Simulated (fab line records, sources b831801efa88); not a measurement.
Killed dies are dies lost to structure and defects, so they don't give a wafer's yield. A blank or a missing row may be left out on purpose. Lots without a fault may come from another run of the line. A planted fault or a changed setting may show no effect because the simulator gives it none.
A struck lot beside a sound one | flow sky130 | 37 steps out of a route of 708
Sound: wafers L406.1, L406.2, L406.3. Struck: wafers L418.1, L418.3, L418.4. The cause comes at the end.
At each step with rows: each side's tool, then ch and its chambers, then its first start. Under that, the readings that differ: sound wafers | struck wafers | difference of the means | sigmas: that difference in standard deviations of wafers without a fault.
alike: readings whose means differ by less than 2 such deviations, and words and numbers that are the same on both sides. not compared: withheld readings, readings that some wafer has no value for, bounds like >300 that may hide the same value, and numbers for which the record gives no deviation and whose values overlap.
The two part at a step that has a row with sigmas, a row that says differs or no value, or rows on one side only. Numbers that don't overlap but have no deviation are shown without sigmas and don't part them. A reading that every wafer of one side lacks parts them only if that side has two wafers or more.

first, 10 steps without rows for these wafers: SKY_VIA4_ETCH_12 (etches SiO2 in C4F8/O2/Ar, stops on TiN, target depth 580 nm); SKY_VIA4_STRIP_13 (strips in O2/N2); SKY_VIA4_STRIP_14 (strips in post etch residue remover, time 1200 s); SKY_VIA4_CLEAN_15 (cleans in IPA, time 180 s); SKY_VIA4_CLEAN_16 (cleans in O3/DIW); SKY_VIA4_SPUTTER_17 (material TiN, target thk 20 nm, time 80 s); SKY_VIA4_CVD_18 (deposits W, target thk 505 nm, time 152.14 s); SKY_VIA4_CMP_21 (polishes, stops on SiO2, t overpolish 25 s, target thk 0 nm); SKY_METAL5_SPUTTER_00 (material Ti, target thk 15 nm, time 10 s); SKY_METAL5_SPUTTER_01 (material TiN, target thk 20 nm, time 16.7 s).
SKY_METAL5_SPUTTER_02: material AlCu, target thk 1150 nm, time 61.2 s.
  sound on pvd_sputter-02, day 43 20:22; struck on pvd_sputter-03, day 47 10:43
  alike: throttle_valve_pct
then, 25 steps without rows for these wafers: SKY_METAL5_SPUTTER_03 (material Ti, target thk 5 nm, time 3.3 s); SKY_METAL5_SPUTTER_04 (material TiN, target thk 70 nm, time 58.3 s); SKY_METAL5_DEHYDRATE_07 (time 60 s); SKY_METAL5_HMDS_08 (prime time 60 s); SKY_METAL5_COAT_09 (resist thk 1800 nm); SKY_METAL5_SOFTBAKE_10 (time 60 s); SKY_METAL5_EXPOSE_11 (exposes mask MM5, target cd 1600 nm); SKY_METAL5_PEB_12; SKY_METAL5_DEVELOP_13 (develop time 60 s); SKY_METAL5_DESCUM_14 (chemistry O2, time 11 s); SKY_METAL5_METAL_ETCH_15 (etches the open film in Cl2/BCl3, stops on SiO2, target depth 1260 nm, time 252 s); SKY_METAL5_STRIP_16 (strips in O2/N2); SKY_METAL5_STRIP_17 (strips in post etch residue remover, time 1200 s); SKY_METAL5_CLEAN_18 (cleans in IPA, time 180 s); SKY_METAL5_CLEAN_19 (cleans in O3/DIW); SKY_PASSIVATION_CVD_00 (deposits SiO2, target thk 90 nm); SKY_PASSIVATION_CVD_02 (deposits Si3N4, target thk 540 nm); SKY_PASSIVATION_DEHYDRATE_04 (time 60 s); SKY_PASSIVATION_HMDS_05 (prime time 60 s); SKY_PASSIVATION_COAT_06 (resist thk 3000 nm); SKY_PASSIVATION_SOFTBAKE_07; SKY_PASSIVATION_EXPOSE_08 (exposes mask NSM, target cd 3000 nm); SKY_PASSIVATION_PEB_09; SKY_PASSIVATION_DEVELOP_10 (develop time 60 s); SKY_PASSIVATION_ETCH_11 (etches the open film in CF4/O2, stops on AlCu, target depth 725 nm, time 161.1 s).
-- the record jumps here: 2 days lie between the struck wafers' starts before and after (it left off in module PASSIVATION and takes up again in module PAD_OPEN, whose first step shown is number 708 of the route) --
SKY_PAD_OPEN_PROBE_99:
  sound on prober-02, day 46 15:19; struck on prober-02, day 49 21:08
  reading                               | sound              | struck            | difference | sigmas
  defect_limited_yield (%)              | 79.9 83.5 81.9     | 74.4 73.0 69.5    | -9.5       | -5
  killed_at_M4_up                       | 1 6 2              | 44 66 70          | +57        | +32
  killed_dies                           | 99 81 89           | 126 133 150       | +47        | +5
  sort_bin_3_pad_short (%)              | 1.8 0.4 1.4        | 3.5 5.5 4.7       | +3.4       | +8
  sort_bin_5_function (%)               | 10.8 8.1 10.6      | 14.2 16.1 19.7    | +6.8       | +5
  sort_n_pass                           | 393 411 403        | 366 359 342       | -47        | -5
  sort_yield_pct (%)                    | 79.9 83.5 81.9     | 74.4 73.0 69.5    | -9.5       | -5
  model.etest.tester.sort_n_pass        | 393 411 403        | 366 359 342       | -47        |
  model.etest.tester.sort_yield_pct (%) | 79.88 83.54 81.91  | 74.39 72.97 69.51 | -9.49      |
  model.etest.tester.sort_bin_5_pct (%) | 10.77 8.13 10.57   | 14.23 16.06 19.72 | +6.85      |
  model.etest.tester.sort_bin_3_pct (%) | 1.829 0.4065 1.423 | 3.455 5.488 4.675 | +3.320     |
  alike: killed_at_M0_to_M3, killed_at_contacts, killed_at_front_end, killed_at_other, killed_open, killed_short, sort_bin_6_memory

WHERE THEY PART
Only at SKY_PAD_OPEN_PROBE_99, within this record.

WHY: what the simulator had put in
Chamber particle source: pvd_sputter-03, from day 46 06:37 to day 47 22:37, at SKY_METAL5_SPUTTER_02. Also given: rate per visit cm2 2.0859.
